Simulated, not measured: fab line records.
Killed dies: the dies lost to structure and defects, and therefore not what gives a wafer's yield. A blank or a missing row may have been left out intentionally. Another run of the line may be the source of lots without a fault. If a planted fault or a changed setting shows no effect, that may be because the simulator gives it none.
Problem report, 8D (eight disciplines) form, completed by code / flow sky130 / the parts of the form that need people (team, actions taken, sign-off) are left out

1. WHAT WENT WRONG
At SKY_SD_N_RTA_14, ramp-down-c-per-s averages 35.993 over 6 wafers from 2 lots, while fault-free wafers read 90.001, standard deviation 0.015. That is -99 or more standard deviations from the usual mean.
The step: time 2 s.
The first sign was on wafer L277.1 at day 32 08:09, on rtp-anneal-01. At this step, 36 wafers from 12 lots have a number in the record. The rule behind "out" and "out of limits": a value lying over 4 standard deviations away from the usual mean. Any other wafer with a number is counted as sound.

2. WHAT IT IS; WHAT IT IS NOT
question=which readings at this step | is=ramp-down-c-per-s | is not=lamp-power-pct, wafer_temp_C_max
question=which lots | is=L277, L279 | is not=L264, L267, L268, L269, L270, L272, L273, L282, L284, L286
question=which wafers of those lots | is=all that have a number | is not=-
question=read on which tools | is=rtp-anneal-01 | is not=rtp-anneal-02
question=when | is=from day 32 08:09 | is not=up to then (21 sound wafers); but 9 sound wafers of L282, L284, L286 came after

3. THE SUSPECTS, EACH WITH WHAT RULES IT OUT
Counting: a tool stays on the suspect list if, at a process step up to the reading, it processed all lots that are out and no sound lot following the first of them.
- rtp-anneal-01 at SKY_SD_N_RTA_14 (time 2 s): kept. All lots that are out passed through it, beginning with L277 at day 32 08:09, and no sound lot followed; its final sound lot before that point was L272 at day 31 10:26. Its own ramp-down-c-per-s readings are out on those wafers.
Left after counting: rtp-anneal-01 at SKY_SD_N_RTA_14.

4. THE CAUSE (what the simulator had put in)
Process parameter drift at SKY_SD_N_RTA_14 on rtp-anneal-01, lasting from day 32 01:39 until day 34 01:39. The setting ramp-down-c-per-s was moved by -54, starting from 90. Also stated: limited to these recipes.
Only this tool survived the counting.

5. THE CHAIN OF EFFECTS, in route order
Each row: a reading where the mean over the struck wafers with a number is more than 3 standard deviations away from the usual. Scope: only readings with a usual standard deviation given in the record; hours: median across lots of the time from each lot's start at the first step in this table that gives one to its start at this step; sigmas: change in usual standard deviations.
hours=0; step=SKY_SD_N_RTA_14; reading=ramp-down-c-per-s; usual=90.001; on struck wafers=35.993; change=-54.008; sigmas=-99 or more
Its process steps:
- SKY_SD_N_RTA_14: time 2 s.

6. HOW IT WOULD HAVE BEEN CAUGHT EARLIER
First out-of-limits reading in this record: day 32 08:09, which is 6 hours after fault onset at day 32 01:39.
